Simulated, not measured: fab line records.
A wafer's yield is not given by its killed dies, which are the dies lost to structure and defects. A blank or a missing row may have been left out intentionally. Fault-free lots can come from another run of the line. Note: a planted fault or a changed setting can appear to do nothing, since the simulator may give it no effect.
Commonality check across tools -- flow sky130 -- 30 wafers sampled across 10 lots

## WHAT PROMPTED THE OPENING
Of 10 lots, 2 have the reading VIA2_W_RS flagged at SKY_VIA2_RS_MEAS_22. No-fault wafers: 0.267 ohm/sq, standard deviation 0.0049.
Rule: flag the lot when none of its wafers has a number, or when each of its wafers that has one lies beyond 4 standard deviations from that mean. The rest of the lots are taken to be sound.

lot,measured,on,"VIA2_W_RS (ohm/sq), wafer by wafer",flag
L785,day 37 07:10,film metro-01,0.262 0.274 0.265,
L786,day 37 08:40,film metro-03,0.269 0.264 0.270,
L787,day 37 15:53,film metro-01,0.273 0.264 0.269,
L792,day 39 08:38,film metro-01,0.268 0.268 0.264,
L796,day 40 12:01,film metro-03,0.203 0.206 0.203,FLAGGED
L797,day 40 23:38,film metro-01,0.202 0.204 0.203,FLAGGED
L800,day 41 16:35,film metro-04,0.261 0.275 0.263,
L802,day 42 00:38,film metro-03,0.274 0.262 0.257,
L804,day 43 04:25,film metro-01,0.262 0.259 0.262,
L806,day 43 06:01,film metro-01,0.274 0.273 0.271,
The mean of the flagged lots' numbers is 0.204 ohm/sq, -0.064 ohm/sq from the usual (-13 standard deviations).

## WHICH TOOL RAN EACH LOT
The record holds 2 process steps before the reading, out of a route of 708 steps. Cell contents, in order: the tool; ch with the chambers the sampled wafers went through; the start.
lot,flag,SKY_METAL2_ETCH_18,SKY_VIA2_CVD_21
L785,,"rie metal-01 ch 0,1, day 36 02:29","cvd w-02 ch 0,1, day 37 07:02"
L786,,"rie metal-01 ch 0,1, day 36 04:10","cvd w-02 ch 0,1, day 37 08:32"
L787,,"rie metal-02 ch 0,1, day 36 11:49","cvd w-01 ch 0,1, day 37 15:44"
L792,,"rie metal-02 ch 0,1, day 38 04:52","cvd w-02 ch 0,1, day 39 08:30"
L796,FLAGGED,"rie metal-02 ch 0,1, day 39 09:22","cvd w-02 ch 0,1, day 40 11:53"
L797,FLAGGED,"rie metal-02 ch 0,1, day 39 20:25","cvd w-02 ch 0,1, day 40 23:31"
L800,,"rie metal-02 ch 0,1, day 40 14:20","cvd w-01 ch 0,1, day 41 16:28"
L802,,"rie metal-04 ch 0,1, day 40 23:32","cvd w-01 ch 0,1, day 42 00:30"
L804,,"rie metal-02 ch 0,1, day 42 02:32","cvd w-01 ch 1, day 43 04:17"
L806,,"rie metal-02 ch 1, day 42 04:28","cvd w-01 ch 0, day 43 05:52"
These steps, and what they do:
- SKY_METAL2_ETCH_18: etches BARC in N2/H2, stops on SiO2, time 45.9 s, target depth 60 nm.
- SKY_VIA2_CVD_21: deposits W, target thk 420 nm, time 126.4 s.
- SKY_VIA2_RS_MEAS_22: measures by four-point-probe.

## FLAGGED OVER TOTAL, TOOL BY TOOL (the gauges that took the reading come last)
step,tool,lots run,flagged,share of the flagged lots,sound lots run after its first flagged lot
SKY_METAL2_ETCH_18,rie metal-01,2,0,none,-
SKY_METAL2_ETCH_18,rie metal-02,7,2,all,"3 (L800,L804,L806)"
SKY_METAL2_ETCH_18,rie metal-04,1,0,none,-
SKY_VIA2_CVD_21,cvd w-01,5,0,none,-
SKY_VIA2_CVD_21,cvd w-02,5,2,all,0
SKY_VIA2_RS_MEAS_22,film metro-01,6,1,some,"2 (L804,L806)"
SKY_VIA2_RS_MEAS_22,film metro-03,3,1,some,1 (L802)
SKY_VIA2_RS_MEAS_22,film metro-04,1,0,none,-

## WHAT IS ALLOWED BY THE TABLE
Every flagged lot went through 2 rows of the table: rie metal-02 at SKY_METAL2_ETCH_18 and cvd w-02 at SKY_VIA2_CVD_21.
- rie metal-02 at SKY_METAL2_ETCH_18 ran 7 lots, 2 of them flagged. Lots that were sound ran on it after the first flagged one (L800, L804, L806); a persistent fault on the entire tool would not allow that.
- cvd w-02 at SKY_VIA2_CVD_21 ran 5 lots, 2 of them flagged. Last sound lot L792 at day 39 08:30, first flagged lot L796 at day 40 11:53; a fault beginning in between fits.
Just one tool remains: cvd w-02 at SKY_VIA2_CVD_21.

## WHAT THE SIMULATOR PUT IN
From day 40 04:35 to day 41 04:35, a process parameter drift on cvd w-02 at SKY_VIA2_CVD_21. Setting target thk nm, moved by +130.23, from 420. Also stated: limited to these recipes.
Shown lots that were struck: L796, L797. Same finding as the rule above.
